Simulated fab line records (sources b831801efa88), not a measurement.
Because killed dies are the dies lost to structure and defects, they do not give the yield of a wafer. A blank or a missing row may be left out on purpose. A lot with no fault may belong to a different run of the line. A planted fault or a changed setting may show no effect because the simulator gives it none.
Chamber matching	flow gf180mcu	GF_V3_CMP_04 on cmp-02 has 4 sister chambers
The step polishes SiO2. 16 wafers are shown with their chamber, then 8 later ones without.

## WAFERS PAIRED WITH THEIR CHAMBERS
wafer	chamber	motorCurrentA (A)	timeToEndpointS (s)	edgeZonePressureFrac
L273.2	1	12.5	83	0.997
L273.4	0	11.7	86	1.002
L273.6	3	12.1	89	0.999
L275.1	0	11.7	85	1.006
L275.4	3	12.2	87	1.000
L275.6	1	12.0	84	0.996
L278.1	0	12.2	74	0.997
L278.2	2	10.9	78	1.003
L278.5	3	11.8	89	1.001
L279.1	2	11.3	76	1.002
L279.2	1	13.0	83	1.000
L279.5	1	12.0	83	1.000
L282.1	3	12.2	85	1.006
L282.3	1	12.2	82	0.996
L282.5	0	12.1	80	0.995
L288.2	3	11.4	82	1.008

SIGNATURES (means of the wafers above)
reading	chamber 0	chamber 1	chamber 2	chamber 3	scatter within a chamber
motorCurrentA	11.925	12.340	11.100	11.940	0.35
timeToEndpointS	81.25	83.00	77.00	86.40	3.29
edgeZonePressureFrac	1.00000	0.99780	1.00250	1.00280	0.00358
Rule: a wafer's distance from a chamber is the root of the sum, over the readings, of the square of ((its reading less the chamber's mean) divided by the reading's scatter). The wafer belongs to the nearest chamber; if the next one is less than 2 further off, it can't be placed. How the scatter is found: for the shown wafers, subtract from each reading the mean of its chamber, square and add these, divide the total by (wafers less chambers), then take the root.

## WAFERS WITHOUT THEIR CHAMBER
wafer	motorCurrentA (A)	timeToEndpointS (s)	edgeZonePressureFrac
L288.3	12.0	76	1.001
L288.5	11.9	85	1.002
L291.1	11.5	83	1.000
L291.2	10.9	78	1.000
L291.5	11.5	88	1.001
L295.4	12.0	90	1.006
L295.5	12.5	84	0.999
L295.6	10.7	81	0.999

## EACH ONE'S CHAMBER
wafer	from the rows above	in truth
L288.3	can't be placed: 0 or 1 or 2 or 3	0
L288.5	can't be placed: 3 or 0 or 1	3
L291.1	can't be placed: 0 or 3 or 2 or 1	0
L291.2	2	2
L291.5	can't be placed: 3 or 0 or 1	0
L295.4	can't be placed: 3 or 0 or 1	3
L295.5	can't be placed: 1 or 0 or 3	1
L295.6	can't be placed: 2 or 0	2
1 of 8 placed correctly. Can't be placed from these rows: 7 (the true chamber is among the candidates in 7). 0 placed wrongly.
